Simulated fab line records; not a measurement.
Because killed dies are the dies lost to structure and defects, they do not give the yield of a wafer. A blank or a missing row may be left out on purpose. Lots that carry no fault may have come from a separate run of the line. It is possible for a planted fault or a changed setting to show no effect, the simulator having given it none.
Struck lot and sound lot, side by side | flow sky130 | 44 out of 708 route steps
Sound: wafers L692.2, L692.4, L692.5. Wafers L696.2, L696.5, L696.6 were the ones struck. The cause comes at the end.
Each step with rows lists, per side, the tool, then ch with its chambers, then its first start. Under that, the readings that differ: sound wafers | struck wafers | difference of the means | sigmas: that difference in standard deviations of wafers without a fault.
alike: words and numbers the same on both sides, and readings whose means are apart by under 2 such deviations; not compared: readings that were withheld, readings missing a value for some wafer, numbers with overlapping values and no deviation given by the record, and bounds like >300 which may hide the same value.
A row with sigmas, a row that says differs or no value, or rows on one side alone: a step with any of these is where the two part. Numbers that don't overlap but have no deviation are shown without sigmas and don't part them. A reading missing from all wafers of one side parts the sides only when that side holds two or more wafers.

first, 1 step without rows for these wafers: SKY_FIELD_ISO_CVD_24 (deposits SiO2, target thk 595 nm, time 99.2 s).
SKY_FIELD_ISO_THK_MEAS_25:
  sound on film-metro-04 at day 2 13:50; struck on film-metro-04 at day 3 10:37
  alike: FIELD_ISO_CVD_24_THK
then, 1 step without rows for these wafers: SKY_FIELD_ISO_ANNEAL_26 (time 1800 s).
SKY_FIELD_ISO_CMP_27: polishes, stops on Si3N4, t overpolish 16 s, target thk 457.8 nm.
  sound on cmp-02 ch 0,1, day 2 16:54; struck on cmp-02 ch 1,2,3, day 3 12:29
  alike: edge-zone-pressure-frac, head-pressure-psi, motor-current-A, overpolish-run-s, slurry-filter-dp-kPa, time-to-endpoint-s
then, 5 steps without rows for these wafers: SKY_FIELD_ISO_WET_ETCH_28 (etches SiO2 in dHF, target depth 23.7 nm, time 47 s); SKY_FIELD_ISO_WET_ETCH_29 (etches Si3N4 in H3PO4, target depth 160 nm, time 1825 s); SKY_FIELD_ISO_WET_ETCH_30 (etches SiO2 in dHF, target depth 25 nm, time 50 s); SKY_NWELL_CLEAN_00 (cleans in SC1/SC2, time 150 s); SKY_NWELL_OXIDATION_01 (stabilise 600 s, purge 300 s, target thk 10 nm).
SKY_NWELL_THK_MEAS_02:
  sound on film-metro-01 at day 2 19:10; struck on film-metro-03 at day 3 15:19
  alike: NWELL_OXIDATION_THK
then, 2 steps without rows for these wafers: SKY_DNWELL_DEHYDRATE_00 (time 60 s); SKY_DNWELL_HMDS_01 (prime time 60 s).
SKY_DNWELL_COAT_02: resist thk 3000 nm.
  struck on litho-track-01, day 3 23:34; sound on litho-track-04 ch 0, day 3 03:39
  no value came back on the struck wafers for chill-plate-temp-C (C), dispense-pressure-kPa (kPa); on the sound wafers chill-plate-temp-C (C) reads 22.98 22.75 22.93
then, 5 steps without rows for these wafers: SKY_DNWELL_SOFTBAKE_03; SKY_DNWELL_EXPOSE_04 (exposes mask DNM, target cd 3000 nm); SKY_DNWELL_PEB_05; SKY_DNWELL_DEVELOP_06 (develop time 60 s); SKY_DNWELL_IMPLANT_07.
SKY_DNWELL_STRIP_08: strips in O2/N2.
  sound on plasma-asher-04 ch 0,1, day 3 12:08; struck on plasma-asher-04 ch 0,1, day 4 08:28
  no value came back on the struck wafers for oes-product-au (a.u.), strip-time-to-endpoint-s (s); on the sound wafers oes-product-au (a.u.) reads 0.728 0.722 0.716
  alike: drypump-motor-current-A
  not compared: rf-hours-counter-h
SKY_DNWELL_TW_MEAS_09:
  sound on film-metro-02 at day 3 12:15; struck on film-metro-03 at day 4 08:35
  alike: DNWELL_TW
then, 7 steps without rows for these wafers: SKY_PWDE_DEHYDRATE_00 (time 60 s); SKY_PWDE_HMDS_01 (prime time 60 s); SKY_PWDE_COAT_02 (resist thk 3000 nm); SKY_PWDE_SOFTBAKE_03; SKY_PWDE_EXPOSE_04 (exposes mask PWDEM, target cd 840 nm); SKY_PWDE_PEB_05; SKY_PWDE_DEVELOP_06 (develop time 60 s).
SKY_PWDE_OVL_MEAS_07:
  sound on overlay-02 at day 4 05:35; struck on overlay-01 at day 5 01:30
  alike: PWDE_OVL
following that, these wafers have no rows for 1 step: SKY_PWDE_IMPLANT_08.
SKY_PWDE_STRIP_09: strips in O2/N2.
  sound on plasma-asher-03 ch 0,1, day 4 05:46; struck on plasma-asher-04 ch 0,1, day 5 01:41
  alike: drypump-motor-current-A, oes-product-au, strip-time-to-endpoint-s
  not compared: rf-hours-counter-h
SKY_PWDE_TW_MEAS_10:
  sound on film-metro-03 at day 4 05:52; struck on film-metro-01 at day 5 01:47
  reading | sound             | struck               | difference | sigmas
  PWDE_TW | 375.2 375.5 372.7 | 1128.3 1132.2 1136.3 | +757.8     | +99 or more
then, 7 steps without rows for these wafers: SKY_NWELL_DEHYDRATE_03 (time 60 s); SKY_NWELL_HMDS_04 (prime time 60 s); SKY_NWELL_COAT_05 (resist thk 3000 nm); SKY_NWELL_SOFTBAKE_06; SKY_NWELL_EXPOSE_07 (exposes mask NWM, target cd 840 nm); SKY_NWELL_PEB_08; SKY_NWELL_DEVELOP_09 (develop time 60 s).
SKY_NWELL_OVL_MEAS_10:
  sound on overlay-02 at day 4 22:42; struck on overlay-02 at day 5 19:48
  alike: NWELL_00_OVL
then, 3 steps without rows for these wafers: SKY_NWELL_IMPLANT_11; SKY_NWELL_IMPLANT_12; SKY_NWELL_IMPLANT_13.
SKY_NWELL_TW_MEAS_15:
  sound on film-metro-02 at day 4 23:17; struck on film-metro-03 at day 5 20:23
  reading  | sound          | struck         | difference | sigmas
  NWELL_TW | 1802 1798 1800 | 1936 1937 1936 | +136       | +14
SKY_NWELL_TW_MEAS_26:
  sound on film-metro-02 at day 5 17:13; struck on film-metro-01 at day 6 15:20
  reading    | sound             | struck               | difference | sigmas
  NWELL_2_TW | 496.6 494.4 496.4 | 1137.7 1144.3 1139.5 | +644.7     | +99 or more

WHERE THEY PART
First at SKY_DNWELL_COAT_02; last, within this record, at SKY_NWELL_TW_MEAS_26.

WHY: whatever the simulator had introduced
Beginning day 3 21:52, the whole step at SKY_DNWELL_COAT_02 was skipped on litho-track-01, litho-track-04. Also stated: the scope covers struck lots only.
